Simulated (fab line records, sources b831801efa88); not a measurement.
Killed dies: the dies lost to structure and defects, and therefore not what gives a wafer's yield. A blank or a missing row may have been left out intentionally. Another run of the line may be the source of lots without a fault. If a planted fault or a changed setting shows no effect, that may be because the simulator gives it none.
Lot-split experiment    flow sfqLine    route with 325 steps; 5 lots, 23 wafers read

ABOUT THE SPLIT
At SFQ_TRILAYER_A5C_DEP_PECVD_142 (deposits SiO2 from SiH4/N2O, time 15.556 s, target thk 70 nm), the setting timeS was moved away from the recipe's 15.556 s on 6 of the 23 wafers read, by -10.6% to -8.8%. The other wafers ran this setting at the recipe's value.

FROM THE SPLIT TO THE READING: what the file shows between them, 9 steps
- SFQ_TRILAYER_I5_LITHO_COAT_149: resist thk 62 nm (also split here: resistThkNm)
- SFQ_TRILAYER_I5_LITHO_COAT_144: resist thk 650 nm
- SFQ_TRILAYER_I5_LITHO_SOFTBAKE_148
- SFQ_TRILAYER_I5_LITHO_DEVELOP_146: time 60 s
- SFQ_TRILAYER_I5_BARC_OPEN_VIA_ETCH_200: etches BARC in O2, target depth 125 nm, time 41.7 s
- SFQ_TRILAYER_C5_LITHO_EXPOSE_152: exposes mask C5, target cd 500 nm (also split here: doseMj)
- SFQ_TRILAYER_C5_LITHO_PEB_154: peb time 62.87 s
- SFQ_TRILAYER_C5_LITHO_DEVELOP_153: time 60 s
- SFQ_TRILAYER_C5_BARC_OPEN_VIA_ETCH_210: etches BARC in O2, target depth 125 nm, time 41.7 s

THE READING
oesProductAu, in a.u., at SFQ_TRILAYER_C5_ETCH_VIA_ETCH_154 (etches SiO2 in CHF3, stops on Nb, target depth 84 nm). On this fab line, fault-free wafers typically give 0.895 a.u. with a standard deviation of 0.0087 a.u.

wafer   tool, chamber at the split  timeS as run, s  against the recipe  oesProductAu, a.u.  against lot-mates on the recipe
L076.1  pecvd-04, 2                 13.91            -10.6%              0.851               -0.042
L076.2  pecvd-04, 0                 15.556           recipe              0.879               -
L076.3  pecvd-04, 1                 15.556           recipe              0.900               -
L076.5  pecvd-04, 0                 13.91            -10.6%              0.844               -0.049
L076.6  pecvd-04, 1                 15.556           recipe              0.900               -
L081.2  pecvd-03, 1                 15.556           recipe              0.887               -
L081.3  pecvd-03, 2                 15.556           recipe              0.889               -
L081.6  pecvd-03, 1                 15.556           recipe              0.895               -
L082.1  pecvd-03, 1                 14.19            -8.8%               0.849               -0.041
L082.2  pecvd-03, 2                 15.556           recipe              0.887               -
L082.3  pecvd-03, 0                 15.556           recipe              0.890               -
L082.5  pecvd-03, 2                 14.19            -8.8%               0.851               -0.039
L082.6  pecvd-03, 0                 15.556           recipe              0.892               -
L083.1  pecvd-04, 1                 14.11            -9.3%               0.842               -0.048
L083.2  pecvd-04, 2                 15.556           recipe              0.890               -
L083.3  pecvd-04, 0                 15.556           recipe              0.883               -
L083.5  pecvd-04, 1                 14.11            -9.3%               0.857               -0.033
L083.6  pecvd-04, 0                 15.556           recipe              0.898               -
L084.1  pecvd-04, 1                 15.556           recipe              0.902               -
L084.2  pecvd-04, 2                 15.556           recipe              0.892               -
L084.3  pecvd-04, 0                 15.556           recipe              0.886               -
L084.4  pecvd-04, 0                 15.556           recipe              0.901               -
L084.6  pecvd-04, 2                 15.556           recipe              0.906               -

FIT RESULTS
A straight line over all 23 wafers: oesProductAu changes by +0.00455 a.u. for each +1% of timeS; r = +0.94; the points scatter about the line by 0.0071 a.u.
The same after taking each lot's own level away (the mean of its wafers on the recipe; 23 wafers): +0.00439 a.u. for each +1%; r = +0.95; scatter 0.0064 a.u.
According to that fit, moving timeS by its largest amount changes the reading by 0.046 a.u.
The lots' own levels span 0.8897 to 0.8974 a.u., that is 0.9 times the standard deviation above.
So the lot-to-lot level changes the slope little: the two slopes agree.
Check: with one of the wafers moved furthest among these (-10.6%) left out of the fit, the line predicts -0.0476 a.u. for it against its lot-mates. It came out at -0.042 a.u. against them.

ADDITIONAL SPLITS CARRIED BY THESE WAFERS
Before the reading, these wafers also passed through other splits. Each is held against what the fit with the lots' levels taken away leaves over:
other split on the same wafers                    wafers away from the commonest value  r with oesProductAu (lot level and that fit taken away)
SFQ_TRILAYER_I4_VIA_BARC_OPEN_VIA_ETCH_146 timeS  7                                     +0.11
SFQ_TRILAYER_JJ_TRILAYER_DEP_SPUTTER_110 timeS    10                                    -0.08
SFQ_TRILAYER_JJ_CE_LITHO_COAT_119 spinRpm         10                                    -0.02
SFQ_TRILAYER_JJ_CE_LITHO_PEB_117 pebTempC         5                                     -0.15
SFQ_TRILAYER_M5_LITHO_COAT_123 spinRpm            5                                     +0.10
SFQ_TRILAYER_R5_LITHO_COAT_141 resistThkNm        8                                     -0.05
SFQ_TRILAYER_I5_LITHO_COAT_149 resistThkNm        9                                     -0.15
SFQ_TRILAYER_C5_LITHO_EXPOSE_152 doseMj           11                                    +0.16

THE WHOLE CHAIN: every reading that the file lists as answering this split, in the file's order
step                               what it does                                                  reading                                                                                    change (the file's fit)                    r (the file's)
SFQ_TRILAYER_A5C_DEP_PECVD_142     deposits SiO2 from SiH4/N2O, time 15.556 s, target thk 70 nm  SiO2_of_TRILAYER_A5C_DEP_PECVD_142.thkNm (the simulator's own value, which no gauge read)  +0.627 nm for each +1% of the setting      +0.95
SFQ_TRILAYER_C5_ETCH_VIA_ETCH_154  etches SiO2 in CHF3, stops on Nb, target depth 84 nm          oesProductAu                                                                               +0.00436 a.u. for each +1% of the setting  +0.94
SFQ_TRILAYER_C5_ETCH_VIA_ETCH_154  etches SiO2 in CHF3, stops on Nb, target depth 84 nm          C5.featureDepthNm (the simulator's own value, which no gauge read)                         +0.627 nm for each +1% of the setting      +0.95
SFQ_TRILAYER_C5_ETCH_VIA_ETCH_154  etches SiO2 in CHF3, stops on Nb, target depth 84 nm          etch.depthNm (the simulator's own value, which no gauge read)                              +0.63 nm for each +1% of the setting       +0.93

FILE'S OWN FIT
oesProductAu changes by +0.00436 a.u. for each +1% of timeS, r = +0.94.
